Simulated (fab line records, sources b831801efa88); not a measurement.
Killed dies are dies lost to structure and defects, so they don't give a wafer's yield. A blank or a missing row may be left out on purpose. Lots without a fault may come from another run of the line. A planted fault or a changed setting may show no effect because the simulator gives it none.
fab line records | flow sky130 | part 1 of 2: steps 1 to 23 of 34
record lots=5 wafers=15 last_day=49
route steps=708 shown SD_P@330 RES_XHIGH@332 SD_N@342 SALICIDE@361 LI_CONTACT@362
lots that met no fault: from a run of the same line without faults
start_h: hours from the record's first day to the start of the lot's first wafer shown | wait_h: hours since the lot's step before | " the same as in the row above | L1.1+2: a row that stands for several wafers | - no value, or no start given | * or withheld: withheld | < > ~ a bound
route shown NAME@n: a module of which the file shows steps, and the number in the route of the first | usual: mean/standard deviation of fault-free wafers | same: alike in all rows | chamber/n: place in a boat | sites: the reading at each site | _std_site: their standard deviation | _edge_site: outer sites' mean less inner sites' | radius_mm: how far each site lies from the wafer's centre | mask NAME#n: copy n | behind: the tool/chamber that last shaped the wafer | hold: why the lot was held/for how many hours/how that ended | device: the transistor (n, p or np) that didn't switch | end of line: the same wafers' tests at the end of the route | a step without rows: its recipe alone | killed: dies lost to structure and defects at the first sort, not the wafer's yield | map: a wafer's dies, x killed, . not, _ none there
set.NAME: the setting as run; set.NAME@STEP: as run at that earlier step | model.NAME: the simulator's own value behind a step, which no gauge read
lots at some steps of the route; a table a step, a row a wafer
services: from which hour (start_h, from the record's first day; less than 0 if before it) a tool's chamber was out of use, for how many hours, and why
## steps
# step SKY_SD_P_STRIP_10
# recipe chemistry=O2/N2 power_w=1400 pressure_mtorr=1500 platen_temp_c=withheld o2_flow_sccm=3000 n2_flow_sccm=300 overash_fraction=0.5
# usual drypump_motor_current_A=6.0/0.71 oes_product_au=0.617/0.0043 strip_time_to_endpoint_s=17.51/0.035
# columns lot.wafer tool chamber start_h wait_h drypump_motor_current_A oes_product_au rf_hours_counter_h strip_time_to_endpoint_s
L079.2 plasma_asher-04 0 635.69 0.1 6.3 0.615 50 17.56
L079.3 " 0 " " 6.3 0.612 - 17.52
L079.5 " 1 " " 4.7 0.623 - 17.53
L082.4 plasma_asher-01 0 660.32 0.1 5.9 0.605 - 17.47
L082.5 " 0 " " 5.9 0.617 - 17.50
L082.6 " 1 " " 6.6 0.609 - 17.48
L087.1 plasma_asher-01 0 700.07 0.1 5.9 0.616 30 17.51
L087.4 " 1 " " 6.7 0.616 - 17.49
L087.6 " 1 " " 6.7 0.615 - 17.47
L092.2 plasma_asher-04 0 739.99 0.1 6.3 0.611 57 17.50
L092.3 " 1 " " 4.8 0.613 - 17.53
L092.4 " 0 " " 6.3 0.619 - 17.53
L093.1 plasma_asher-04 0 744.89 0.1 6.3 0.621 57 17.49
L093.4 " 0 " " 6.3 0.623 - 17.51
L093.6 " 1 " " 4.7 0.611 - 17.53
# step SKY_SD_P_TW_MEAS_11
# usual SD_P_TW=2814/31
# columns lot.wafer tool chamber start_h wait_h SD_P_TW
L079.2 film_metro-03 - 635.80 0.1 2776
L079.3 " - " " 2786
L079.5 " - " " 2782
L082.4 film_metro-01 - 660.42 0.1 2867
L082.5 " - " " 2882
L082.6 " - " " 2883
L087.1 film_metro-01 - 700.17 0.1 2846
L087.4 " - " " 2864
L087.6 " - " " 2864
L092.2 film_metro-03 - 740.10 0.1 2806
L092.3 " - " " 2792
L092.4 " - " " 2805
L093.1 film_metro-04 - 744.99 0.1 2797
L093.4 " - " " 2792
L093.6 " - " " 2784
# step SKY_RES_XHIGH_DEHYDRATE_00
# recipe temp_c=200 time_s=60
# usual exhaust_pa=45.0/1
# columns lot.wafer tool chamber start_h wait_h exhaust_pa
L079.2 litho_track-04 0 650.23 14.4 44.3
L079.3 " 0 " " 43.6
L079.5 " 0 " " 43.6
L082.4 litho_track-04 0 674.28 13.9 46.2
L082.5 " 0 " " 45.0
L082.6 " 0 " " 45.5
L087.1 litho_track-01 0 713.79 13.6 44.3
L087.4 " 0 " " 44.7
L087.6 " 0 " " 45.3
L092.2 litho_track-03 0 752.75 12.6 46.4
L092.3 " 0 " " 45.7
L092.4 " 0 " " 45.2
L093.1 litho_track-01 0 757.74 12.7 43.8
L093.4 " 0 " " 45.1
L093.6 " 0 " " 44.3
# step SKY_RES_XHIGH_HMDS_01
# recipe prime_time_s=60 prime_temp_c=120
# usual exhaust_pa=45.0/0.92
# columns lot.wafer tool chamber start_h wait_h exhaust_pa
L079.2 litho_track-04 0 650.38 0.1 44.7
L079.3 " 0 " " 45.0
L079.5 " 0 " " 45.2
L082.4 litho_track-04 0 674.43 0.1 43.7
L082.5 " 0 " " 45.9
L082.6 " 0 " " 43.9
L087.1 litho_track-01 0 713.94 0.1 45.1
L087.4 " 0 " " 44.9
L087.6 " 0 " " 45.0
L092.2 litho_track-03 0 752.90 0.1 45.0
L092.3 " 0 " " 45.0
L092.4 " 0 " " 44.9
L093.1 litho_track-01 0 757.89 0.1 45.2
L093.4 " 0 " " 45.2
L093.6 " 0 " " 44.8
# step SKY_RES_XHIGH_COAT_02
# recipe resist=NOVOLAK spin_rpm=3000 resist_thk_nm=1140
# usual dispense_pressure_kPa=48.3/2.7 exhaust_pa=45.0/0.96
# columns lot.wafer tool chamber start_h wait_h dispense_pressure_kPa exhaust_pa
L079.2 litho_track-04 0 650.53 0.1 44.6 45.0
L079.3 " 0 " " 44.7 44.5
L079.5 " 0 " " 44.6 45.6
L082.4 litho_track-04 0 674.58 0.1 44.6 44.8
L082.5 " 0 " " 44.7 43.5
L082.6 " 0 " " 44.7 44.8
L087.1 litho_track-01 0 714.09 0.1 51.1 43.2
L087.4 " 0 " " 51.0 43.6
L087.6 " 0 " " 51.0 45.8
L092.2 litho_track-03 0 753.05 0.1 49.4 44.9
L092.3 " 0 " " 49.4 44.5
L092.4 " 0 " " 49.4 46.1
L093.1 litho_track-01 0 758.04 0.1 51.1 44.0
L093.4 " 0 " " 51.1 43.0
L093.6 " 0 " " 51.1 43.5
# step SKY_RES_XHIGH_SOFTBAKE_03
# recipe temp_c=90 time_s=60 resist=NOVOLAK
# usual exhaust_pa=44.9/0.88
# columns lot.wafer tool chamber start_h wait_h exhaust_pa
L079.2 litho_track-04 0 650.68 0.1 43.8
L079.3 " 0 " " 44.1
L079.5 " 0 " " 45.5
L082.4 litho_track-04 0 674.73 0.1 44.1
L082.5 " 0 " " 43.1
L082.6 " 0 " " 43.6
L087.1 litho_track-01 0 714.24 0.1 44.8
L087.4 " 0 " " 45.2
L087.6 " 0 " " 45.3
L092.2 litho_track-03 0 753.20 0.1 45.3
L092.3 " 0 " " 44.2
L092.4 " 0 " " 44.8
L093.1 litho_track-01 0 758.19 0.1 43.9
L093.4 " 0 " " 44.3
L093.6 " 0 " " 44.0
# step SKY_RES_XHIGH_EXPOSE_04
# recipe mask_id=URPM na=0.6 source_shape=conventional sigma_outer=0.6 polarization=unpolarized target_cd_nm=1270 dose_mj=140
# usual focus_offset_nm=0.0/0.51 stage_vel_mm_s=500.03/0.25
# columns lot.wafer tool chamber start_h wait_h mask focus_offset_nm stage_vel_mm_s
L079.2 iline_stepper-02 0 - - URPM#0 0.1 500.30
L079.3 " 0 " " URPM#0 0.8 499.92
L079.5 " 0 " " URPM#0 0.2 500.22
L082.4 iline_stepper-01 0 - - URPM#0 0.4 499.87
L082.5 " 0 " " URPM#0 1.2 499.69
L082.6 " 0 " " URPM#0 0.9 500.32
L087.1 iline_stepper-02 0 - - URPM#0 -0.3 500.32
L087.4 " 0 " " URPM#0 -0.9 499.91
L087.6 " 0 " " URPM#0 0.5 500.11
L092.2 iline_stepper-01 0 - - URPM#0 0.6 499.42
L092.3 " 0 " " URPM#0 0.1 499.84
L092.4 " 0 " " URPM#0 0.5 499.95
L093.1 iline_stepper-01 0 - - URPM#0 0.9 500.26
L093.4 " 0 " " URPM#0 0.1 500.29
L093.6 " 0 " " URPM#0 -0.1 500.25
# step SKY_RES_XHIGH_PEB_05
# recipe temp_c=withheld time_s=* resist=NOVOLAK
# usual exhaust_pa=45.1/0.8
# columns lot.wafer tool chamber start_h wait_h exhaust_pa
L079.2 litho_track-01 0 - - 44.4
L079.3 " 0 " " 45.2
L079.5 " 0 " " 45.8
L082.4 litho_track-03 0 - - 46.0
L082.5 " 0 " " 45.0
L082.6 " 0 " " 45.9
L087.1 litho_track-03 0 - - 45.2
L087.4 " 0 " " 45.8
L087.6 " 0 " " 45.1
L092.2 litho_track-03 0 - - 45.6
L092.3 " 0 " " 44.4
L092.4 " 0 " " 44.8
L093.1 litho_track-04 0 - - 45.0
L093.4 " 0 " " 45.2
L093.6 " 0 " " 43.8
# step SKY_RES_XHIGH_DEVELOP_06
# recipe resist=NOVOLAK developer=TMAH develop_time_s=60 dev_temp_c=23
# usual exhaust_pa=45.0/0.84
# columns lot.wafer tool chamber start_h wait_h exhaust_pa
L079.2 litho_track-01 0 664.46 0.1 44.2
L079.3 " 0 " " 44.5
L079.5 " 0 " " 44.9
L082.4 litho_track-03 0 689.20 0.1 45.6
L082.5 " 0 " " 45.0
L082.6 " 0 " " 44.6
L087.1 litho_track-03 0 727.62 0.1 46.1
L087.4 " 0 " " 45.7
L087.6 " 0 " " 45.5
L092.2 litho_track-03 0 766.05 0.1 46.8
L092.3 " 0 " " 44.5
L092.4 " 0 " " 46.2
L093.1 litho_track-04 0 771.11 0.1 45.7
L093.4 " 0 " " 45.1
L093.6 " 0 " " 47.0
# step SKY_RES_XHIGH_IMPLANT_07
# recipe species=BF2 energy_kev=20 dose_cm2=3.6e+14 tilt_deg=0
# usual beam_energy_keV=20.000/0.0063 faraday_current_uA=593/26
# columns lot.wafer tool chamber start_h wait_h beam_energy_keV faraday_current_uA
L079.2 implanter-04 0 664.61 0.1 19.997 561
L079.3 " 0 " " 19.992 584
L079.5 " 0 " " 20.000 567
L082.4 implanter-04 0 689.35 0.1 19.999 588
L082.5 " 0 " " 19.988 574
L082.6 " 0 " " 19.994 563
L087.1 implanter-04 0 727.77 0.1 19.999 580
L087.4 " 0 " " 20.021 566
L087.6 " 0 " " 20.005 544
L092.2 implanter-01 0 766.20 0.1 20.002 650
L092.3 " 0 " " 20.001 650
L092.4 " 0 " " 20.008 651
L093.1 implanter-01 0 771.26 0.1 19.990 624
L093.4 " 0 " " 19.996 612
L093.6 " 0 " " 19.994 642
# step SKY_RES_XHIGH_STRIP_08
# recipe chemistry=O2/N2 power_w=1400 pressure_mtorr=1500 platen_temp_c=withheld o2_flow_sccm=3000 n2_flow_sccm=300 overash_fraction=0.5
# usual drypump_motor_current_A=5.7/0.76 oes_product_au=0.711/0.0047 strip_time_to_endpoint_s=14.28/0.036
# columns lot.wafer tool chamber start_h wait_h drypump_motor_current_A oes_product_au rf_hours_counter_h strip_time_to_endpoint_s
L079.2 plasma_asher-04 0 664.74 0.1 6.3 0.720 52 14.21
L079.3 " 1 " " 4.7 0.716 - 14.27
L079.5 " 0 " " 6.3 0.715 - 14.24
L082.4 plasma_asher-01 1 689.46 0.1 6.7 0.710 - 14.28
L082.5 " 0 " " 5.9 0.707 - 14.27
L082.6 " 1 " " 6.7 0.711 - 14.28
L087.1 plasma_asher-01 1 727.92 0.1 6.7 0.711 33 14.29
L087.4 " 1 " " 6.7 0.719 - 14.30
L087.6 " 1 " " 6.7 0.704 - 14.33
L092.2 plasma_asher-04 1 766.32 0.1 4.7 0.715 59 14.26
L092.3 " 0 " " 6.4 0.707 - 14.26
L092.4 " 1 " " 4.7 0.707 - 14.25
L093.1 plasma_asher-04 0 771.41 0.1 6.4 0.714 60 14.37
L093.4 " 1 " " 4.7 0.704 - 14.36
L093.6 " 0 " " 6.4 0.711 - 14.37
# step SKY_RES_XHIGH_TW_MEAS_09
# usual RES_XHIGH_TW=1638/18
# columns lot.wafer tool chamber start_h wait_h RES_XHIGH_TW
L079.2 film_metro-03 - 664.85 0.1 1625
L079.3 " - " " 1626
L079.5 " - " " 1616
L082.4 film_metro-01 - 689.55 0.1 1664
L082.5 " - " " 1651
L082.6 " - " " 1656
L087.1 film_metro-01 - 728.02 0.1 1671
L087.4 " - " " 1663
L087.6 " - " " 1664
L092.2 film_metro-03 - 766.43 0.1 1624
L092.3 " - " " 1626
L092.4 " - " " 1619
L093.1 film_metro-04 - 771.51 0.1 1626
L093.4 " - " " 1623
L093.6 " - " " 1618
# step SKY_SD_N_DEHYDRATE_00
# recipe temp_c=200 time_s=60
# usual exhaust_pa=44.9/0.84
# columns lot.wafer tool chamber start_h wait_h exhaust_pa
L079.2 litho_track-01 0 679.36 14.5 44.2
L079.3 " 0 " " 43.9
L079.5 " 0 " " 44.4
L082.4 litho_track-03 0 703.70 14.1 45.6
L082.5 " 0 " " 44.9
L082.6 " 0 " " 46.0
L087.1 litho_track-03 0 741.47 13.4 45.6
L087.4 " 0 " " 46.5
L087.6 " 0 " " 44.4
L092.2 litho_track-02 0 779.06 12.6 44.5
L092.3 " 0 " " 45.1
L092.4 " 0 " " 45.2
L093.1 litho_track-03 0 783.52 12.0 44.5
L093.4 " 0 " " 45.2
L093.6 " 0 " " 42.7
# step SKY_SD_N_HMDS_01
# recipe prime_time_s=60 prime_temp_c=120
# usual exhaust_pa=45.2/1.1
# columns lot.wafer tool chamber start_h wait_h exhaust_pa
L079.2 litho_track-01 0 679.51 0.1 45.2
L079.3 " 0 " " 45.5
L079.5 " 0 " " 44.4
L082.4 litho_track-03 0 703.85 0.1 46.4
L082.5 " 0 " " 43.1
L082.6 " 0 " " 42.9
L087.1 litho_track-03 0 741.62 0.1 46.9
L087.4 " 0 " " 45.9
L087.6 " 0 " " 46.0
L092.2 litho_track-02 0 779.21 0.1 42.6
L092.3 " 0 " " 43.7
L092.4 " 0 " " 43.4
L093.1 litho_track-03 0 783.67 0.1 43.2
L093.4 " 0 " " 43.7
L093.6 " 0 " " 44.7
# step SKY_SD_N_COAT_02
# recipe resist=NOVOLAK spin_rpm=3000 resist_thk_nm=1140
# usual dispense_pressure_kPa=52.2/2.2 exhaust_pa=45.0/0.8
# columns lot.wafer tool chamber start_h wait_h dispense_pressure_kPa exhaust_pa
L079.2 litho_track-01 0 679.66 0.1 51.1 45.4
L079.3 " 0 " " 51.0 44.7
L079.5 " 0 " " 51.0 45.9
L082.4 litho_track-03 0 704.00 0.1 49.4 44.6
L082.5 " 0 " " 49.4 44.5
L082.6 " 0 " " 49.4 43.5
L087.1 litho_track-03 0 741.77 0.1 49.5 43.4
L087.4 " 0 " " 49.4 45.3
L087.6 " 0 " " 49.4 45.0
L092.2 litho_track-02 0 779.36 0.1 54.7 45.1
L092.3 " 0 " " 54.7 45.7
L092.4 " 0 " " 54.7 43.7
L093.1 litho_track-03 0 783.82 0.1 49.5 45.5
L093.4 " 0 " " 49.4 45.1
L093.6 " 0 " " 49.4 45.6
# step SKY_SD_N_SOFTBAKE_03
# recipe temp_c=90 time_s=60 resist=NOVOLAK
# usual exhaust_pa=44.9/0.86
# columns lot.wafer tool chamber start_h wait_h exhaust_pa
L079.2 litho_track-01 0 679.81 0.1 47.5
L079.3 " 0 " " 45.6
L079.5 " 0 " " 45.4
L082.4 litho_track-03 0 704.15 0.1 44.8
L082.5 " 0 " " 44.4
L082.6 " 0 " " 45.0
L087.1 litho_track-03 0 741.92 0.1 44.0
L087.4 " 0 " " 43.8
L087.6 " 0 " " 44.2
L092.2 litho_track-02 0 779.51 0.1 44.8
L092.3 " 0 " " 46.7
L092.4 " 0 " " 45.1
L093.1 litho_track-03 0 783.97 0.1 45.2
L093.4 " 0 " " 43.7
L093.6 " 0 " " 44.1
# step SKY_SD_N_EXPOSE_04
# recipe mask_id=NSDM na=0.6 source_shape=conventional sigma_outer=0.6 polarization=unpolarized target_cd_nm=380 dose_mj=141
# usual focus_offset_nm=0.0/0.46 stage_vel_mm_s=499.94/0.24
# columns lot.wafer tool chamber start_h wait_h mask focus_offset_nm stage_vel_mm_s
L079.2 iline_stepper-02 0 - - NSDM#0 0.1 499.72
L079.3 " 0 " " NSDM#0 -0.3 499.88
L079.5 " 0 " " NSDM#0 0.1 499.66
L082.4 iline_stepper-01 0 - - NSDM#0 -0.6 499.64
L082.5 " 0 " " NSDM#0 0.6 499.79
L082.6 " 0 " " NSDM#0 -0.9 499.98
L087.1 iline_stepper-02 0 - - NSDM#0 -0.8 500.11
L087.4 " 0 " " NSDM#0 -0.3 499.82
L087.6 " 0 " " NSDM#0 -0.4 500.01
L092.2 iline_stepper-02 0 - - NSDM#0 -0.4 499.62
L092.3 " 0 " " NSDM#0 -0.4 499.68
L092.4 " 0 " " NSDM#0 0.0 499.70
L093.1 iline_stepper-01 0 - - NSDM#0 0.9 500.08
L093.4 " 0 " " NSDM#0 -0.1 500.33
L093.6 " 0 " " NSDM#0 -1.0 500.19
# step SKY_SD_N_PEB_05
# recipe temp_c=withheld time_s=* resist=NOVOLAK
# usual exhaust_pa=45.2/0.93
# columns lot.wafer tool chamber start_h wait_h exhaust_pa
L079.2 litho_track-01 0 - - 45.6
L079.3 " 0 " " 45.5
L079.5 " 0 " " 47.2
L082.4 litho_track-03 0 - - 44.0
L082.5 " 0 " " 44.8
L082.6 " 0 " " 43.7
L087.1 litho_track-01 0 - - 43.5
L087.4 " 0 " " 43.9
L087.6 " 0 " " 45.3
L092.2 litho_track-02 0 - - 45.2
L092.3 " 0 " " 44.9
L092.4 " 0 " " 45.9
L093.1 litho_track-02 0 - - 44.9
L093.4 " 0 " " 45.5
L093.6 " 0 " " 45.2
# step SKY_SD_N_DEVELOP_06
# recipe resist=NOVOLAK developer=TMAH develop_time_s=60 dev_temp_c=23
# usual exhaust_pa=45.1/0.87
# columns lot.wafer tool chamber start_h wait_h exhaust_pa
L079.2 litho_track-01 0 694.26 0.1 43.7
L079.3 " 0 " " 44.9
L079.5 " 0 " " 43.9
L082.4 litho_track-03 0 717.90 0.1 45.9
L082.5 " 0 " " 45.5
L082.6 " 0 " " 45.9
L087.1 litho_track-01 0 754.84 0.1 44.9
L087.4 " 0 " " 44.8
L087.6 " 0 " " 45.1
L092.2 litho_track-02 0 792.66 0.1 45.2
L092.3 " 0 " " 45.7
L092.4 " 0 " " 45.1
L093.1 litho_track-02 0 797.73 0.1 46.0
L093.4 " 0 " " 45.3
L093.6 " 0 " " 46.0
# step SKY_SD_N_CD_MEAS_07
# recipe target_cd_nm=380
# usual cd_nm=379.7/2.4
# columns lot.wafer tool chamber start_h wait_h cd_nm
L079.2 cd_sem-01 - 694.41 0.1 381.3
L079.3 " - " " 383.2
L079.5 " - " " 384.7
L082.4 cd_sem-01 - 718.03 0.1 378.8
L082.5 " - " " 380.2
L082.6 " - " " 378.7
L087.1 cd_sem-02 - 754.99 0.1 382.4
L087.4 " - " " 384.5
L087.6 " - " " 384.3
L092.2 cd_sem-02 - 792.80 0.1 382.6
L092.3 " - " " 383.8
L092.4 " - " " 380.1
L093.1 cd_sem-01 - 797.89 0.1 376.3
L093.4 " - " " 379.4
L093.6 " - " " 379.5
# step SKY_SD_N_OVL_MEAS_08
# usual SD_N_OVL=1.0/1.3
# columns lot.wafer tool chamber start_h wait_h SD_N_OVL[nm]
L079.2 overlay-02 - 694.52 0.1 0.7
L079.3 " - " " 1.5
L079.5 " - " " 2.9
L082.4 overlay-02 - 718.11 0.1 -0.5
L082.5 " - " " -1.6
L082.6 " - " " -0.7
L087.1 overlay-01 - 755.11 0.1 0.2
L087.4 " - " " 1.2
L087.6 " - " " 0.7
L092.2 overlay-02 - 792.91 0.1 -0.3
L092.3 " - " " 0.5
L092.4 " - " " -1.3
L093.1 overlay-02 - 798.01 0.1 -0.9
L093.4 " - " " 1.4
L093.6 " - " " -0.8
# step SKY_SD_N_IMPLANT_09
# recipe species=As energy_kev=50 dose_cm2=4e+15 tilt_deg=0
# usual beam_energy_keV=50.003/0.016 faraday_current_uA=13577/550
# columns lot.wafer tool chamber start_h wait_h beam_energy_keV faraday_current_uA
L079.2 implanter-01 0 694.57 0.0 49.998 13883
L079.3 " 0 " " 49.977 14432
L079.5 " 0 " " 50.018 14076
L082.4 implanter-04 0 718.20 0.1 50.005 13155
L082.5 " 0 " " 49.991 13551
L082.6 " 0 " " 50.006 13710
L087.1 implanter-01 0 755.15 0.0 50.000 14045
L087.4 " 0 " " 50.028 13938
L087.6 " 0 " " 49.997 13588
L092.2 implanter-04 0 792.99 0.1 49.982 13418
L092.3 " 0 " " 49.981 12992
L092.4 " 0 " " 49.986 13483
L093.1 implanter-04 0 798.05 0.0 50.037 13422
L093.4 " 0 " " 50.045 13310
L093.6 " 0 " " 50.018 13553
# step SKY_SD_N_IMPLANT_10
# recipe species=P energy_kev=20 dose_cm2=1e+14 tilt_deg=0
# usual beam_energy_keV=20.001/0.0063 faraday_current_uA=564/12
# columns lot.wafer tool chamber start_h wait_h beam_energy_keV faraday_current_uA
L079.2 implanter-01 0 694.72 0.1 20.008 544
L079.3 " 0 " " 20.000 557
L079.5 " 0 " " 19.992 573
L082.4 implanter-04 0 718.35 0.1 19.997 561
L082.5 " 0 " " 19.996 546
L082.6 " 0 " " 19.991 543
L087.1 implanter-01 0 755.30 0.1 20.005 584
L087.4 " 0 " " 20.002 573
L087.6 " 0 " " 20.011 562
L092.2 implanter-04 0 793.29 0.2 20.004 580
L092.3 " 0 " " 20.010 558
L092.4 " 0 " " 20.004 562
L093.1 implanter-04 0 798.20 0.1 19.994 565
L093.4 " 0 " " 20.002 554
L093.6 " 0 " " 20.001 566
